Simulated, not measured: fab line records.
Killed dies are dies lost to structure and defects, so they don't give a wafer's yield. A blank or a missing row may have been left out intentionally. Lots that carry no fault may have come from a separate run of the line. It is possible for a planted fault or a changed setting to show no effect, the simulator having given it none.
fab line records -- flow sky130
record: lots: 6, wafers: 18, last_day: 50
route steps=708 shown POLY_GATE@218 PAD_OPEN@708
lots that met no fault: from a run of the same line without faults
start_h: start of the lot's first displayed wafer, in hours after the record's first day -- wait_h: how many hours have passed since the lot's step before this one -- " repeats the value in the row above -- L1.1+2: a single row standing in for several wafers -- - either no value or no given start -- * or withheld: withheld -- < > ~ a bound
route shown NAME@n: a module of which the file shows steps, and the number in the route of the first -- usual: mean/standard deviation of fault-free wafers -- same: alike in all rows -- chamber/n: place in a boat -- sites: readings site by site -- _std_site: standard deviation of those values -- _edge_site: inner sites' mean taken away from outer sites' mean -- radius_mm: how far each site lies from the wafer's centre -- mask NAME#n: copy n -- behind: the most recent tool/chamber to have shaped the wafer -- hold: reason for holding the lot/hours on hold/outcome of the hold -- device: names the non-switching transistor (n, p or np) -- end of line: the tests these same wafers got at the end of their route -- a step without rows: its recipe alone -- killed: at the first sort, the dies lost to defects and structure; wafer yield is something else -- map: shows each die of a wafer: x if killed, . if not, _ if none is there
set.NAME: the setting the step ran with; set.NAME@STEP: the setting that earlier step ran with -- model.NAME: the simulator's own value behind a step, which no gauge read
a table for each step, a row for each wafer; lots at some steps of the route
services: a tool's chamber out of use, with start hour (start_h, from the record's first day; less than 0 if before it), hours out, and reason
== steps ==
step: SKY_POLY_GATE_THK_MEAS_04
recipe: reads: Si3N4_of_POLY_GATE_CVD_03
usual: POLY_GATE_CVD_03_THK: 75.0/0.7
lot.wafer,tool,chamber,start_h,wait_h,POLY_GATE_CVD_03_THK[nm]
L787.2,film_metro-03,-,326.69,0.0,74.9
L787.3,film_metro-03,-,326.69,0.0,75.2
L787.5,film_metro-03,-,326.69,0.0,74.7
L788.1,film_metro-03,-,350.34,0.0,75.4
L788.4,film_metro-03,-,350.34,0.0,74.8
L788.5,film_metro-03,-,350.34,0.0,74.5
L800.1,film_metro-02,-,452.19,0.0,75.3
L800.3,film_metro-02,-,452.19,0.0,75.0
L800.4,film_metro-02,-,452.19,0.0,75.6
L801.2,film_metro-04,-,457.55,0.0,74.7
L801.4,film_metro-04,-,457.55,0.0,74.9
L801.6,film_metro-04,-,457.55,0.0,75.3
L805.2,film_metro-04,-,503.59,0.0,74.6
L805.4,film_metro-04,-,503.59,0.0,75.2
L805.6,film_metro-04,-,503.59,0.0,74.4
L810.1,film_metro-04,-,542.36,0.0,75.0
L810.4,film_metro-04,-,542.36,0.0,75.6
L810.5,film_metro-04,-,542.36,0.0,75.1
step: SKY_POLY_GATE_DEHYDRATE_05
recipe: temp_c: 200, time_s: 60
step: SKY_POLY_GATE_HMDS_06
recipe: prime_time_s: 60, prime_temp_c: 120
step: SKY_POLY_GATE_COAT_07
recipe: resist: BARC, temp_c: withheld, time_s: withheld, spin_rpm: 3000, resist_thk_nm: 110
step: SKY_POLY_GATE_COAT_08
recipe: resist: KrF-thick, spin_rpm: 3000, resist_thk_nm: 450
step: SKY_POLY_GATE_SOFTBAKE_09
recipe: temp_c: 100, time_s: 90, resist: KrF-thick
step: SKY_POLY_GATE_EXPOSE_10
recipe: mask_id: P1M, na: 0.68, source_shape: conventional, sigma_outer: 0.6, target_cd_nm: 150, dose_mj: 28
step: SKY_POLY_GATE_PEB_11
recipe: peb_temp_c: withheld, peb_time_s: withheld, resist: KrF-thick
step: SKY_POLY_GATE_DEVELOP_12
recipe: develop_time_s: 60, resist: KrF-thick, dev_temp_c: 21
step: SKY_POLY_GATE_CD_MEAS_13
recipe: target_cd_nm: 150
usual: cd_nm: 150.3/1.1
lot.wafer,tool,chamber,start_h,wait_h,cd_nm
L787.2,cd_sem-01,-,353.93,-,149.9
L787.3,cd_sem-01,-,353.93,-,149.9
L787.5,cd_sem-01,-,353.93,-,150.5
L788.1,cd_sem-01,-,378.71,-,150.4
L788.4,cd_sem-01,-,378.71,-,148.6
L788.5,cd_sem-01,-,378.71,-,150.5
L800.1,cd_sem-02,-,482.06,-,151.6
L800.3,cd_sem-02,-,482.06,-,152.3
L800.4,cd_sem-02,-,482.06,-,150.7
L801.2,cd_sem-02,-,487.78,-,151.3
L801.4,cd_sem-02,-,487.78,-,151.4
L801.6,cd_sem-02,-,487.78,-,152.5
L805.2,cd_sem-02,-,533.49,-,150.9
L805.4,cd_sem-02,-,533.49,-,150.3
L805.6,cd_sem-02,-,533.49,-,150.7
L810.1,cd_sem-02,-,572.47,-,150.1
L810.4,cd_sem-02,-,572.47,-,151.7
L810.5,cd_sem-02,-,572.47,-,150.4
step: SKY_POLY_GATE_OVL_MEAS_14
usual: POLY_GATE_OVL: 4/5.3
lot.wafer,tool,chamber,start_h,wait_h,POLY_GATE_OVL[nm]
L787.2,overlay-02,-,354.04,0.1,-3
L787.3,overlay-02,-,354.04,0.1,-9
L787.5,overlay-02,-,354.04,0.1,-5
L788.1,overlay-02,-,378.83,0.1,1
L788.4,overlay-02,-,378.83,0.1,10
L788.5,overlay-02,-,378.83,0.1,6
L800.1,overlay-01,-,482.18,0.1,0
L800.3,overlay-01,-,482.18,0.1,5
L800.4,overlay-01,-,482.18,0.1,1
L801.2,overlay-01,-,487.89,0.1,0
L801.4,overlay-01,-,487.89,0.1,5
L801.6,overlay-01,-,487.89,0.1,1
L805.2,overlay-02,-,533.60,0.1,10
L805.4,overlay-02,-,533.60,0.1,10
L805.6,overlay-02,-,533.60,0.1,6
L810.1,overlay-02,-,572.59,0.1,-1
L810.4,overlay-02,-,572.59,0.1,8
L810.5,overlay-02,-,572.59,0.1,5
step: SKY_POLY_GATE_ETCH_15
recipe: chemistry: N2/H2, target: BARC, ion_energy_ev: 200, source_w: 500, bias_w: 100, pressure_mtorr: 30, n2_flow_sccm: 100, h2_flow_sccm: 200, stop_on: SiO2, time_s: 118.5, target_depth_a: 1100
usual: drypump_motor_current_A: 5.5/0.53, oes_product_au: 0.716/0.0046, run_length_s: 146.7/0.37, throttle_valve_pct: 13.213/0.0087
lot.wafer,tool,chamber,start_h,wait_h,drypump_motor_current_A,oes_product_au,rf_hours_counter_h,run_length_s,throttle_valve_pct
L787.2,rie_diel-01,2,354.07,0.0,5.0,0.713,10,146.9,13.224
L787.3,rie_diel-01,1,354.07,0.0,6.1,0.711,82,147.5,13.208
L787.5,rie_diel-01,0,354.07,0.0,4.8,0.710,-,146.6,13.206
L788.1,rie_diel-03,0,378.87,0.0,5.6,0.715,40,146.4,13.215
L788.4,rie_diel-03,3,378.87,0.0,5.4,0.715,-,146.2,13.210
L788.5,rie_diel-03,1,378.87,0.0,6.0,0.708,-,146.5,13.210
L800.1,rie_diel-01,2,482.22,0.0,5.0,0.715,13,146.6,13.212
L800.3,rie_diel-01,1,482.22,0.0,6.1,0.706,85,147.6,13.212
L800.4,rie_diel-01,3,482.22,0.0,6.0,0.716,25,146.0,13.213
L801.2,rie_diel-01,1,487.92,0.0,6.0,0.715,85,147.4,13.209
L801.4,rie_diel-01,3,487.92,0.0,6.0,0.719,25,146.3,13.231
L801.6,rie_diel-01,1,487.92,0.0,6.1,0.714,-,147.2,13.215
L805.2,rie_diel-04,2,533.63,0.0,5.2,0.709,2,147.2,13.223
L805.4,rie_diel-04,3,533.63,0.0,5.2,0.712,1,146.9,13.218
L805.6,rie_diel-04,1,533.63,0.0,6.0,0.715,-,147.2,13.205
L810.1,rie_diel-04,3,572.63,0.0,5.1,0.726,2,146.6,13.228
L810.4,rie_diel-04,2,572.63,0.0,5.2,0.720,3,147.1,13.224
L810.5,rie_diel-04,0,572.63,0.0,5.0,0.716,-,146.5,13.208
step: SKY_POLY_GATE_ETCH_16
recipe: stop_on: poly-Si, chemistry: CH3F/O2, target: Si3N4, source_w: 400, bias_w: 80, pressure_mtorr: 25, ch3f_flow_sccm: 40, O2_flow_sccm: 30, time_s: 147.5, target_depth_a: 750
usual: drypump_motor_current_A: 5.5/0.52, oes_product_au: 0.640/0.0051, run_length_s: 175.7/0.37, throttle_valve_pct: 10.535/0.0092
lot.wafer,tool,chamber,start_h,wait_h,drypump_motor_current_A,oes_product_au,rf_hours_counter_h,run_length_s,throttle_valve_pct,model.KrF-thick_of_POLY_GATE_COAT_08.thk_nm,model.poly-Si_of_POLY_GATE_CVD_00.thk_nm
L787.2,rie_diel-01,2,354.15,0.0,5.0,0.643,10,175.7,10.527,233.7,183.1
L787.3,rie_diel-01,1,354.15,0.0,6.1,0.641,82,176.3,10.552,235.7,181.7
L787.5,rie_diel-01,0,354.15,0.0,4.8,0.637,-,175.4,10.516,235.3,180.7
L788.1,rie_diel-03,0,378.95,0.0,5.6,0.646,40,175.4,10.518,235.5,181.1
L788.4,rie_diel-03,3,378.95,0.0,5.4,0.643,-,175.5,10.533,235.6,180.7
L788.5,rie_diel-03,1,378.95,0.0,6.0,0.642,-,175.8,10.532,235.4,182.4
L800.1,rie_diel-01,2,482.30,0.0,5.0,0.608,13,200.9,10.509,210,173.2
L800.3,rie_diel-01,1,482.30,0.0,6.0,0.598,85,201.4,10.535,215.7,173.9
L800.4,rie_diel-01,3,482.30,0.0,6.0,0.597,25,200.1,10.527,214.3,174.9
L801.2,rie_diel-01,1,488.00,0.0,6.1,0.597,85,201.3,10.543,216.7,174.9
L801.4,rie_diel-01,3,488.00,0.0,6.0,0.603,25,200.0,10.537,217.5,176.6
L801.6,rie_diel-01,1,488.00,0.0,6.0,0.609,-,201.3,10.531,216.9,176.6
L805.2,rie_diel-04,2,533.71,0.0,5.2,0.629,2,176.1,10.512,230,182.3
L805.4,rie_diel-04,3,533.71,0.0,5.2,0.638,1,175.7,10.538,232,180.9
L805.6,rie_diel-04,1,533.71,0.0,6.0,0.631,-,175.4,10.541,235.2,181.4
L810.1,rie_diel-04,3,572.71,0.0,5.1,0.631,2,176.2,10.536,232.2,178.1
L810.4,rie_diel-04,2,572.71,0.0,5.2,0.642,3,175.8,10.534,231.8,176.1
L810.5,rie_diel-04,0,572.71,0.0,5.0,0.638,-,176.0,10.537,235.3,174.9
step: SKY_POLY_GATE_ETCH_17
recipe: target_depth_nm: 180, stop_on: SiO2, over_etch_frac: 0.56667, chemistry: HBr/Cl2, target: poly-Si, icp_w: 400, bias_w: 100, pressure_mtorr: 10, HBr_flow_sccm: 150, Cl2_flow_sccm: 50, time_s: 70.5
usual: drypump_motor_current_A: 5.81/0.26, oes_product_au: 0.985/0.0066, run_length_s: 99.06/0.3, throttle_valve_pct: 33.684/0.0089
lot.wafer,tool,chamber,start_h,wait_h,drypump_motor_current_A,oes_product_au,rf_hours_counter_h,run_length_s,throttle_valve_pct,model.KrF-thick_of_POLY_GATE_COAT_08.thk_nm,model.etch.depth_nm,model.POLY_GATE.feature_depth_nm
L787.2,rie_si-01,2,354.25,0.0,5.96,0.998,54,99.26,33.681,139.2,181,181
L787.3,rie_si-01,0,354.25,0.0,6.09,0.980,33,99.17,33.674,142.9,177.8,177.8
L787.5,rie_si-01,2,354.25,0.0,5.95,0.991,-,99.26,33.696,141.6,179.4,179.4
L788.1,rie_si-02,1,379.05,0.0,5.66,0.979,2,98.57,33.695,142.4,178.2,178.2
L788.4,rie_si-02,0,379.05,0.0,5.65,0.981,0,99.20,33.697,142.1,179,179
L788.5,rie_si-02,1,379.05,0.0,5.66,0.979,-,98.72,33.690,142,178.8,178.8
L800.1,rie_si-01,0,482.40,0.0,6.07,0.972,34,99.06,33.699,117.5,173.2,173.2
L800.3,rie_si-01,1,482.40,0.0,5.27,0.969,52,99.88,33.685,121.8,173.9,174
L800.4,rie_si-01,2,482.40,0.0,5.95,0.972,55,99.10,33.688,120.3,174.9,174.9
L801.2,rie_si-02,3,488.10,0.0,5.65,0.971,25,99.05,33.671,124,174.9,174.9
L801.4,rie_si-02,2,488.10,0.0,5.92,0.985,12,98.99,33.693,123.6,176.6,176.6
L801.6,rie_si-02,3,488.10,0.0,5.65,0.982,-,98.92,33.686,123.7,176.6,176.6
L805.2,rie_si-01,2,533.81,0.0,5.97,0.984,0,99.44,33.681,137.4,177.2,177.2
L805.4,rie_si-01,2,533.81,0.0,5.96,0.984,-,99.83,33.678,139.3,177.6,177.6
L805.6,rie_si-01,3,533.81,0.0,6.13,0.998,-,98.79,33.678,140.5,181.2,181.2
L810.1,rie_si-01,1,572.81,0.0,5.29,0.985,0,99.34,33.683,138,178.1,178.1
L810.4,rie_si-01,2,572.81,0.0,5.95,0.975,0,99.17,33.675,138.8,176.1,176.1
L810.5,rie_si-01,0,572.81,0.0,6.10,0.975,-,99.17,33.687,142,174.9,174.9
step: SKY_POLY_GATE_STRIP_18
recipe: chemistry: O2/N2, power_w: 1400, pressure_mtorr: 1500, platen_temp_c: withheld, o2_flow_sccm: 3000, n2_flow_sccm: 300, overash_fraction: 0.5
usual: drypump_motor_current_A: 5.4/0.34, oes_product_au: 0.361/0.0049, strip_time_to_endpoint_s: 3.170/0.024
lot.wafer,tool,chamber,start_h,wait_h,drypump_motor_current_A,oes_product_au,rf_hours_counter_h,strip_time_to_endpoint_s
L787.2,plasma_asher-03,1,354.30,0.0,5.8,0.359,53,3.148
L787.3,plasma_asher-03,0,354.30,0.0,5.5,0.365,-,3.194
L787.5,plasma_asher-03,1,354.30,0.0,5.7,0.362,-,3.197
L788.1,plasma_asher-03,1,379.10,0.0,5.8,0.352,55,3.200
L788.4,plasma_asher-03,0,379.10,0.0,5.5,0.351,-,3.202
L788.5,plasma_asher-03,1,379.10,0.0,5.8,0.362,-,3.186
L800.1,plasma_asher-03,0,482.45,0.0,5.5,0.348,64,2.912
L800.3,plasma_asher-03,1,482.45,0.0,5.7,0.348,-,2.961
L800.4,plasma_asher-03,0,482.45,0.0,5.5,0.350,-,2.971
L801.2,plasma_asher-02,1,488.15,0.0,5.6,0.353,37,2.987
L801.4,plasma_asher-02,1,488.15,0.0,5.6,0.362,-,2.987
L801.6,plasma_asher-02,0,488.15,0.0,5.0,0.357,-,2.994
L805.2,plasma_asher-02,1,533.87,0.0,5.6,0.369,42,3.129
L805.4,plasma_asher-02,1,533.87,0.0,5.6,0.365,-,3.152
L805.6,plasma_asher-02,0,533.87,0.0,5.0,0.362,-,3.179
L810.1,plasma_asher-03,0,572.87,0.0,5.5,0.360,73,3.151
L810.4,plasma_asher-03,0,572.87,0.0,5.5,0.355,-,3.150
L810.5,plasma_asher-03,0,572.87,0.0,5.5,0.356,-,3.195
step: SKY_POLY_GATE_CLEAN_19
recipe: chemistry: SC1/SC2, mix: 1:4:20, temp_c: 70, time_s: 150, dry: n2_spin
step: SKY_PAD_OPEN_PROBE_99
usual: killed_at_M0_to_M3: 44/7, killed_at_M4_up: 3.0/1.9, killed_at_contacts: 24/5.4, killed_at_front_end: 15/4.6, killed_at_other: 0.3/0.5, killed_dies: 87/10, killed_open: 47/7, killed_short: 40/6.2
same: gross_dies: 492, killed_at_back_side: 0
lot.wafer,tool,chamber,start_h,wait_h,killed_at_M0_to_M3,killed_at_M4_up,killed_at_contacts,killed_at_front_end,killed_at_other,killed_dies,killed_open,killed_short
L787.2,prober-02,-,1058.44,0.1,53,5,28,24,2,112,65,47
L787.3,prober-02,-,1058.49,0.2,48,3,21,19,0,91,51,40
L787.5,prober-02,-,1058.59,0.2,47,0,27,10,0,84,48,36
L800.1,prober-01,-,1145.10,0.1,42,3,24,9,1,79,45,34
L800.3,prober-01,-,1145.20,0.2,45,8,37,10,0,100,57,43
L800.4,prober-01,-,1145.25,0.2,56,2,44,16,0,118,75,43
L801.2,prober-02,-,1151.86,0.1,50,1,14,16,0,81,39,42
L801.4,prober-02,-,1151.96,0.2,59,6,16,26,0,107,55,52
L801.6,prober-02,-,1152.06,0.2,33,5,28,21,0,87,49,38
L805.2,prober-02,-,1179.90,0.1,36,2,15,18,0,71,34,37
L805.4,prober-02,-,1180.00,0.2,42,2,32,11,0,87,48,39
L805.6,prober-02,-,1180.10,0.2,41,2,28,14,0,85,44,41
killed by level:class
L787.2 LI_CONTACT:geometric_particle:open=13 VIA2:geometric_particle:open=10 CONTACT:geometric_particle:open=9 VIA1:geometric_particle:open=8 POLY_GATE:geometric_particle:short=7 METAL3:geometric_particle:short=7 POLY_GATE:geometric_particle:open=6 VIA3:geometric_particle:open=6
L787.3 VIA1:geometric_particle:open=13 CONTACT:geometric_particle:open=8 FIELD_ISO:geometric_particle:short=6 POLY_GATE:geometric_particle:open=6 LI_CONTACT:geometric_particle:open=6 VIA3:geometric_particle:open=6 METAL1:geometric_particle:short=6 VIA2:geometric_particle:open=6
L787.5 VIA1:geometric_particle:open=10 CONTACT:geometric_particle:short=9 VIA3:geometric_particle:open=9 CONTACT:geometric_particle:open=8 LI_CONTACT:geometric_particle:open=7 VIA1:geometric_particle:short=6 METAL2:geometric_particle:short=6 VIA2:geometric_particle:open=5
L800.1 CONTACT:geometric_particle:open=12 VIA3:geometric_particle:open=8 VIA1:geometric_particle:open=7 VIA2:geometric_particle:open=6 LOCAL_INTERCONNECT:geometric_particle:short=5 METAL1:geometric_particle:short=5 METAL1:geometric_particle:open=4 METAL2:geometric_particle:short=4
L800.3 CONTACT:geometric_particle:open=16 CONTACT:geometric_particle:short=9 VIA1:geometric_particle:open=8 LI_CONTACT:geometric_particle:open=8 METAL1:geometric_particle:short=8 METAL4:geometric_particle:short=6 VIA3:geometric_particle:open=6 VIA3:geometric_particle:short=5
L800.4 VIA1:geometric_particle:open=20 CONTACT:geometric_particle:open=15 CONTACT:geometric_particle:short=12 LI_CONTACT:geometric_particle:open=11 FIELD_ISO:geometric_particle:open=7 VIA2:geometric_particle:open=7 VIA3:geometric_particle:open=7 METAL1:geometric_particle:short=6
L801.2 VIA1:geometric_particle:open=9 METAL1:geometric_particle:short=8 FIELD_ISO:geometric_particle:short=7 VIA3:geometric_particle:open=7 LI_CONTACT:geometric_particle:open=6 VIA1:geometric_particle:short=6 VIA2:geometric_particle:open=6 POLY_GATE:geometric_particle:short=4
L801.4 POLY_GATE:geometric_particle:open=15 VIA1:geometric_particle:open=15 METAL1:geometric_particle:short=10 VIA3:geometric_particle:short=7 METAL2:geometric_particle:short=7 VIA3:geometric_particle:open=6 POLY_GATE:geometric_particle:short=5 LI_CONTACT:geometric_particle:open=5
L801.6 VIA1:geometric_particle:open=12 CONTACT:geometric_particle:open=8 LI_CONTACT:geometric_particle:open=7 LOCAL_INTERCONNECT:geometric_particle:short=7 FIELD_ISO:geometric_particle:short=6 POLY_GATE:geometric_particle:open=6 VIA1:geometric_particle:short=5 FIELD_ISO:geometric_particle:open=4
L805.2 FIELD_ISO:geometric_particle:short=7 VIA2:geometric_particle:open=6 LI_CONTACT:geometric_particle:open=5 CONTACT:geometric_particle:open=4 METAL2:geometric_particle:short=4 VIA1:geometric_particle:open=4 VIA2:geometric_particle:short=4 POLY_GATE:geometric_particle:short=3
L805.4 CONTACT:geometric_particle:open=13 LI_CONTACT:geometric_particle:open=11 VIA1:geometric_particle:short=9 VIA1:geometric_particle:open=9 METAL2:geometric_particle:short=6 VIA2:geometric_particle:open=6 POLY_GATE:geometric_particle:short=5 METAL3:geometric_particle:short=4
L805.6 CONTACT:geometric_particle:open=13 FIELD_ISO:geometric_particle:short=7 VIA1:geometric_particle:short=7 METAL1:geometric_particle:short=6 VIA1:geometric_particle:open=6 FIELD_ISO:geometric_particle:open=5 LI_CONTACT:geometric_particle:short=5 LI_CONTACT:geometric_particle:open=5
== services ==
tool,chamber,start_h,hours,kind
plasma_asher-03,-,346.03,2.8,pm
rie_si-01,3,348.68,-,clean
rie_si-01,3,348.68,19.0,scheduled_down
rie_si-01,3,348.68,19.0,vent_cycle
rie_diel-01,0,356.44,1.8,repair
plasma_asher-03,-,361.68,6.0,repair
rie_diel-03,2,378.16,7.5,repair
rie_diel-04,2,420.27,-,clean
rie_diel-04,2,420.27,16.4,scheduled_down
rie_diel-04,2,420.27,16.4,vent_cycle
rie_si-01,3,440.90,2.6,repair
rie_si-02,2,448.96,5.1,repair
plasma_asher-03,-,456.77,14.6,pm
rie_diel-03,1,462.33,10.2,repair
rie_diel-04,3,470.38,-,clean
rie_diel-03,3,474.51,3.1,repair
rie_diel-04,3,511.64,5.1,repair
rie_si-02,-,530.88,28.1,pm
rie_diel-01,1,535.60,-,clean
rie_diel-01,1,535.60,19.7,scheduled_down
rie_diel-01,1,535.60,19.7,vent_cycle
rie_diel-03,-,539.30,0.3,repair
rie_si-01,-,558.98,2.8,pm
rie_diel-03,-,565.25,14.6,pm
== key ==
first_sign: step: SKY_POLY_GATE_ETCH_16, reading: run_length_s, direction: up, sigmas: 67, usual: *, struck: *
effect: step: SKY_POLY_GATE_ETCH_16, reading: oes_product_au, direction: down, sigmas: 7.5, usual: 0.640, struck: 0.602
effect: step: SKY_POLY_GATE_STRIP_18, reading: strip_time_to_endpoint_s, direction: down, sigmas: 8.4, usual: *, struck: *
model_effect: step: SKY_POLY_GATE_ETCH_16, value: KrF-thick_of_POLY_GATE_COAT_08.thk_nm, without: 233.9, struck: 215.2
model_effect: step: SKY_POLY_GATE_ETCH_17, value: KrF-thick_of_POLY_GATE_COAT_08.thk_nm, without: 140.6, struck: 121.8
met_at SKY_POLY_GATE_ETCH_16
struck_wafers L800.1,L800.3,L800.4,L801.2,L801.4,L801.6
tester_left_out L800,L801
onset_between 354.15 482.30
fault: kind: process_parameter_drift, tool: rie_diel-01, chamber: -, onset_h: 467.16, steps: SKY_POLY_GATE_ETCH_16, channel: time_s, offset: *, shape: step, end_h: 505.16, acts_in: *, stated: *
tester_left_out: of these lots the tester's yield and bins aren't shown, on N5 and GAA mostly nor the transistor test; their killed dies are dies lost to structure and defects alone, not to doping, threshold or leakage, so they don't give the yield
